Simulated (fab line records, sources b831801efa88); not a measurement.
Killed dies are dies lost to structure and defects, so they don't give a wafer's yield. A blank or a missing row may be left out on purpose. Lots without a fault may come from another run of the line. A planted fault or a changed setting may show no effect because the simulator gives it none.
A struck lot beside a sound one | flow gf180mcu | 43 steps out of a route of 602
Sound: wafers L753.4, L753.5, L753.6. Struck: wafers L759.1, L759.4. (L759.2 of the same lot was not struck and is left out.) The cause comes at the end.
At each step with rows: each side's tool, then ch and its chambers, then its first start. Under that, the readings that differ: sound wafers | struck wafers | difference of the means | sigmas: that difference in standard deviations of wafers without a fault.
alike: readings whose means differ by less than 2 such deviations, and words and numbers that are the same on both sides. not compared: withheld readings, readings that some wafer has no value for, bounds like >300 that may hide the same value, and numbers for which the record gives no deviation and whose values overlap.
The two part at a step that has a row with sigmas, a row that says differs or no value, or rows on one side only. Numbers that don't overlap but have no deviation are shown without sigmas and don't part them. A reading that every wafer of one side lacks parts them only if that side has two wafers or more.

first, 3 steps without rows for these wafers: GF_V4_EXPOSE_11 (exposes mask Via4, target cd 260 nm); GF_V4_PEB_12 (peb time 90 s); GF_V4_DEVELOP_13 (develop time 60 s).
GF_V4_CD_MEAS_14: target cd 260 nm.
  sound on cd_sem-01, day 24 15:02; struck on cd_sem-02, day 27 00:57
  alike: cd_nm
GF_V4_OVL_MEAS_15:
  sound on overlay-02, day 24 15:07; struck on overlay-01, day 27 01:04
  reading     | sound    | struck | difference | sigmas
  V4_OVL (nm) | -8 -5 -6 | 2 8    | +11        | +2
then, 5 steps without rows for these wafers: GF_V4_ETCH_16 (etches BARC in N2/H2); GF_V4_ETCH_17 (etches SiO2 in C4F8/O2/Ar, stops on TiN, target depth 630 nm); GF_V4_STRIP_18 (strips in O2/N2); GF_V4_STRIP_19 (strips in post etch residue remover, time 1200 s); GF_V4_CLEAN_20 (cleans in DIW).
GF_V4_SPUTTER_21: material Ti, target thk 15 nm, time 80.02 s.
  sound on pvd_sputter-04, day 24 15:48; struck on pvd_sputter-01, day 27 01:46
  alike: chamber_pressure_pa, throttle_valve_pct
then, 1 step without rows for these wafers: GF_V4_SPUTTER_22 (material TiN, target thk 10 nm, time 40 s).
GF_V4_CVD_23: deposits W, target thk 350 nm, time 104.9 s.
  sound on cvd_w-02 ch 0,1, day 24 15:56; struck on cvd_w-02 ch 0, day 27 01:52
  alike: heater_power_w
GF_V4_RS_MEAS_24: measures by four-point-probe.
  sound on film_metro-03, day 24 16:04; struck on film_metro-04, day 27 01:59
  reading          | sound             | struck      | difference | sigmas
  V4_W_RS (ohm/sq) | 0.318 0.317 0.320 | 0.327 0.332 | +0.011     | +2
GF_V4_THK_MEAS_25: measures by xrf.
  sound on film_metro-03, day 24 16:10; struck on film_metro-04, day 27 02:07
  reading       | sound       | struck  | difference | sigmas
  V4_W_THK (nm) | 357 357 355 | 346 340 | -13        | -3
then, 2 steps without rows for these wafers: GF_V4_CMP_26 (polishes, stops on SiO2, t overpolish 15 s, target thk 0 nm); GF_MIM_SPUTTER_00 (material Ti, target thk 37.5 nm, time 150 s).
GF_MIM_SPUTTER_01: material TiN, target thk 30 nm, time 25 s.
  sound on pvd_sputter-04, day 24 16:35; struck on pvd_sputter-01, day 27 02:35
  alike: chamber_pressure_pa, throttle_valve_pct
then, 1 step without rows for these wafers: GF_MIM_SPUTTER_02 (material AlCu, target thk 450 nm, time 23.9 s).
GF_MIM_SPUTTER_03: material Ti, target thk 10 nm, time 6.7 s.
  sound on pvd_sputter-04, day 24 16:39; struck on pvd_sputter-01, day 27 02:38
  alike: chamber_pressure_pa, throttle_valve_pct
then, 1 step without rows for these wafers: GF_MIM_SPUTTER_04 (material TiN, target thk 50 nm, time 41.7 s).
GF_MIM_CVD_05: deposits Si3N4, target thk 42 nm, time 29.086 s.
  sound on pecvd-03 ch 0,2, day 24 16:44; struck on pecvd-04 ch 1,2, day 27 02:43
  alike: heater_power_w
GF_MIM_THK_MEAS_06:
  sound on film_metro-02, day 24 16:47; struck on film_metro-03, day 27 02:44
  alike: MIM_CVD_05_THK
then, 3 steps without rows for these wafers: GF_MIM_SPUTTER_07 (material TiN, target thk 60 nm, time 50 s); GF_MIM_SPUTTER_08 (material AlCu, target thk 200 nm, time 10.6 s); GF_MIM_SPUTTER_09 (material TiN, target thk 35 nm, time 29.2 s).
GF_MIM_RS_MEAS_10: measures by four-point-probe.
  sound on film_metro-01, day 24 16:59; struck on film_metro-02, day 27 02:54
  alike: MIM_ALCU_RS
GF_MIM_THK_MEAS_11: measures by xrf.
  sound on film_metro-01, day 24 17:04; struck on film_metro-02, day 27 03:01
  alike: MIM_ALCU_THK
then, 8 steps without rows for these wafers: GF_MIM_DEHYDRATE_12 (time 60 s); GF_MIM_HMDS_13 (prime time 60 s); GF_MIM_COAT_14 (resist thk 1000 nm); GF_MIM_SOFTBAKE_15 (time 60 s); GF_MIM_EXPOSE_16 (exposes mask FuseTop, target cd 2000 nm); GF_MIM_PEB_17; GF_MIM_DEVELOP_18 (develop time 60 s); GF_MIM_METAL_ETCH_19 (etches the open film in Cl2/BCl3, stops on Si3N4, target depth 324.5 nm, time 54.1 s).
GF_MIM_STRIP_20: strips in O2/N2.
  sound on plasma_asher-01 ch 0,1, day 25 14:46; struck on plasma_asher-01 ch 0, day 27 23:10
  reading                      | sound             | struck      | difference | sigmas
  strip_time_to_endpoint_s (s) | 11.25 11.21 11.26 | 11.14 11.16 | -0.09      | -2
  alike: drypump_motor_current_A, heater_power_w, oes_product_au
  not compared: rf_hours_counter_h
then, 5 steps without rows for these wafers: GF_MIM_STRIP_21 (strips in post etch residue remover, time 1200 s); GF_MIM_CLEAN_22 (cleans in DIW); GF_M5_DEHYDRATE_00 (time 60 s); GF_M5_HMDS_01 (prime time 60 s); GF_M5_COAT_02 (resist thk 1000 nm).
-- the record jumps here: 3 days lie between the struck wafers' starts before and after (it left off in module M5 and takes up again in module PASSIVATION, whose first step shown is number 602 of the route) --
GF_PASSIVATION_PROBE_99:
  the record has rows for the struck wafers here (prober-02, day 31 08:19) and none for the sound ones

WHERE THEY PART
First at GF_V4_OVL_MEAS_15; last, within this record, at GF_PASSIVATION_PROBE_99.

WHY: what the simulator had put in
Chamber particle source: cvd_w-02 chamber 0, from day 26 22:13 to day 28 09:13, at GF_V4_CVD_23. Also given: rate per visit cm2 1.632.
